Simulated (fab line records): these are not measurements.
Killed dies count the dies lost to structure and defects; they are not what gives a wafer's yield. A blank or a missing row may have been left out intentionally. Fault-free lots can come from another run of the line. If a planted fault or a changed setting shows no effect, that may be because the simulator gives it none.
Which tool was responsible? -- flow sky130 -- Sampling: 6 lots, 18 wafers, 2 of 708 route steps

## WHAT THE GAUGES SHOWED, per wafer
SKY_SONOS_ONO_CD_MEAS_13: target cd 410 nm.
lot,measured,on,cd-nm (nm)
L296,day 13 05:13,cd-sem-01,411.7 411.5 412.8
L298,day 13 16:31,cd-sem-01,410.0 409.0 408.6
L305,day 16 22:52,cd-sem-01,408.3 406.9 407.3
L307,day 18 00:49,cd-sem-02,389.1 387.1 386.6
L312,day 18 23:45,cd-sem-02,412.7 414.6 415.1
L315,day 19 20:48,cd-sem-01,408.1 410.8 413.0

## EACH LOT AND THE TOOL THAT RAN IT (in order: tool; ch and the chambers of the sampled wafers; start)
lot,SKY_SONOS_ONO_DEVELOP_12
L296,"litho-track-01 ch 0, day 13 05:04"
L298,"litho-track-01 ch 0, day 13 16:22"
L305,"litho-track-02 ch 0, day 16 22:43"
L307,"litho-track-01 ch 0, day 18 00:40"
L312,"litho-track-02 ch 0, day 18 23:37"
L315,"litho-track-04 ch 0, day 19 20:39"
- SKY_SONOS_ONO_DEVELOP_12: develop time 60 s.

## THE ANSWER, worked out from the rows above alone
Rule: the lots themselves supply what counts as usual. Put in order of their means at a reading, lots are off if they are a third of the lots or fewer, leave a main group of 4 or more, and stand apart from it by a gap of 3 or more times the standard deviation of the main group's means; of several such gaps the widest counts. Not used: any main group whose means are identical at the precision the tables above print for the reading. A lot without any number at a reading at which 4 lots or more have one is off too. Where the step has rows for the other lots, those lots are counted as sound.
Off, at SKY_SONOS_ONO_CD_MEAS_13 on cd-nm: L307. The main group: mean 410.7 nm, standard deviation 2.3.
If a tool, at a process step before that reading, ran all the lots that are off and no sound lot after the first of them, it fits. The gauges at SKY_SONOS_ONO_CD_MEAS_13 are tried like those tools. One fits: litho-track-01 at SKY_SONOS_ONO_DEVELOP_12. Its last sound lot is L298 (day 13 16:22), its first lot that is off L307 (day 18 00:40): a fault that began between those two fits.

## WHAT THE SIMULATOR PUT IN
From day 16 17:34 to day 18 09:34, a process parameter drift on litho-track-01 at SKY_SONOS_ONO_DEVELOP_12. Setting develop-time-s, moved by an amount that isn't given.
Shown lots that were struck: L307. The rule given above showed the same thing.
